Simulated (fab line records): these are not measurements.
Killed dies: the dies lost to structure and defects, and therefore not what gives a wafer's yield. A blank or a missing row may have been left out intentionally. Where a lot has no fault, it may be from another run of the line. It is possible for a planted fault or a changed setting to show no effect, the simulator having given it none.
Which tool is to blame? ; flow gf180mcu ; 12 lots with 33 wafers sampled at 4 steps, on a route of 602 steps

WHAT THE GAUGES READ, wafer by wafer
GF_STI_THK_MEAS_02. Usual: STI_OXIDATION_THK 10.04 nm, standard deviation 0.15.
lot;measured;on;STI_OXIDATION_THK (nm);flag
L300;day 1 12:22;film_metro-03;10.02 10.03 9.93;
L301;day 1 16:37;film_metro-02;10.21 9.98 10.26;
L302;day 1 21:31;film_metro-02;10.00 10.03 10.32;
L303;day 2 02:31;film_metro-03;10.12 9.98 10.26;
L304;day 2 08:03;film_metro-03;9.64 9.74 9.65;
L305;day 2 13:44;film_metro-04;10.15 10.10 10.09;
L306;day 2 17:31;film_metro-04;10.12 10.12 10.19;
L307;day 2 23:08;film_metro-02;10.06 9.86 10.04;
L310;day 3 13:32;film_metro-03;9.83;
L311;day 3 18:43;film_metro-04;10.11 10.02 9.98;
L313;day 4 04:31;film_metro-03;10.13 10.08;
L321;day 5 20:31;film_metro-02;9.93 10.07 10.05;

GF_STI_THK_MEAS_22. Usual: STI_OXIDATION_01_THK 15.04 nm, standard deviation 0.26.
lot;measured;on;STI_OXIDATION_01_THK (nm);flag
L300;day 2 03:38;film_metro-02;14.93 15.13 15.09;
L301;day 2 09:02;film_metro-04;15.10 14.91 15.38;
L302;day 2 13:27;film_metro-04;15.01 15.03 15.04;
L303;day 2 18:39;film_metro-02;14.69 14.88 14.63;
L304;day 3 00:06;film_metro-02;14.69 14.64 14.53;
L305;day 3 05:54;film_metro-02;15.27 15.43 15.12;
L306;day 3 10:50;film_metro-03;14.88 14.44 14.95;
L307;day 3 15:25;film_metro-03;14.86 14.98 15.07;
L310;day 4 06:32;film_metro-04;15.08;
L311;day 4 12:09;film_metro-04;14.82 14.91 15.15;
L313;day 4 22:08;film_metro-03;15.00 15.38;
L321;day 6 14:37;film_metro-04;14.93 14.79 14.91;

GF_STI_THK_MEAS_24. Usual: STI_CVD_23_THK 648 nm, standard deviation 6.9.
lot;measured;on;STI_CVD_23_THK (nm);flag
L300;day 2 03:47;film_metro-04;652 656 649;
L301;day 2 09:10;film_metro-03;652 657 650;
L302;day 2 13:35;film_metro-03;653 647 656;
L303;day 2 18:47;film_metro-03;647 637 633;
L304;day 3 00:14;film_metro-03;657 642 659;
L305;day 3 06:02;film_metro-04;651 651 645;
L306;day 3 10:58;film_metro-04;653 645 642;
L307;day 3 15:33;film_metro-02;644 645 646;
L310;day 4 06:43;film_metro-03;847 847;OFF
L311;day 4 12:20;film_metro-04;650 848 651 650 849 651;OFF
L313;day 4 22:16;film_metro-04;657 846 656 847;OFF
L321;day 6 14:46;film_metro-02;651 645 660;

EACH LOT AND THE TOOL THAT RAN IT (in order: tool; ch and the chambers of the sampled wafers; start)
lot;GF_STI_CVD_23
L300;hdpcvd-02 ch 1,2, day 2 03:42
L301;hdpcvd-02 ch 0,1,2, day 2 09:05
L302;hdpcvd-01 ch 0,1, day 2 13:31
L303;hdpcvd-02 ch 0,2, day 2 18:42
L304;hdpcvd-02 ch 1,2, day 3 00:10
L305;hdpcvd-02 ch 0,1,2, day 3 05:56
L306;hdpcvd-01 ch 0,2, day 3 10:53
L307;hdpcvd-02 ch 0,2, day 3 15:28
L310;hdpcvd-02 ch 2, day 4 06:37
L311;hdpcvd-02 ch 2, day 4 12:13
L313;hdpcvd-02 ch 0,1, day 4 22:11
L321;hdpcvd-01 ch 1,2, day 6 14:41
- GF_STI_CVD_23: deposits SiO2, target thk 650 nm, time 108.3 s.

WHAT THE TOOLS THEMSELVES READ (means of the sampled wafers that have a number; where no wafer has one, the mark that the record gives instead)
GF_STI_CVD_23. Usual: pressure_mtorr reads 6.000 mTorr (standard deviation 0.012).
lot;tool;pressure_mtorr (mTorr);flag
L300;hdpcvd-02;6.002;
L301;hdpcvd-02;5.999;
L302;hdpcvd-01;5.999;
L303;hdpcvd-02;6.019;
L304;hdpcvd-02;6.009;
L305;hdpcvd-02;5.999;
L306;hdpcvd-01;5.994;
L307;hdpcvd-02;5.992;
L310;hdpcvd-02;6.000;
L311;hdpcvd-02;5.999;
L313;hdpcvd-02;5.989;
L321;hdpcvd-01;5.991;

THE ANSWER, worked out from the rows above alone
Rule: take the mean of a lot's wafers that have a number; if it is more than 3 standard deviations from the usual mean, the lot is off. A lot without any number at a reading at which 4 lots or more have one is off too. All remaining lots with rows at the step are treated as sound. After the gauges, taken in route order, come the tools' own readings; for these a lot's mean is taken, as printed above. At the first step where some lot is off, the reading lying furthest off is the one used; lots without a number count as furthest.
Off: at GF_STI_THK_MEAS_24 (STI_CVD_23_THK), L310, L311, L313.
A tool fits if, at a process step before that reading, it ran every lot that is off, and no sound lot after the first of them. The gauges at GF_STI_THK_MEAS_24 are tried like those tools. One fits: hdpcvd-02 at GF_STI_CVD_23. Its last sound lot is L307 (day 3 15:28), its first lot that is off L310 (day 4 06:37): a fault that began between those two fits.

WHAT THE SIMULATOR PUT IN
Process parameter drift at GF_STI_CVD_23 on hdpcvd-02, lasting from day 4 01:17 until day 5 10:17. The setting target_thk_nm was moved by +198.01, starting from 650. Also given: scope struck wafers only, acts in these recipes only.
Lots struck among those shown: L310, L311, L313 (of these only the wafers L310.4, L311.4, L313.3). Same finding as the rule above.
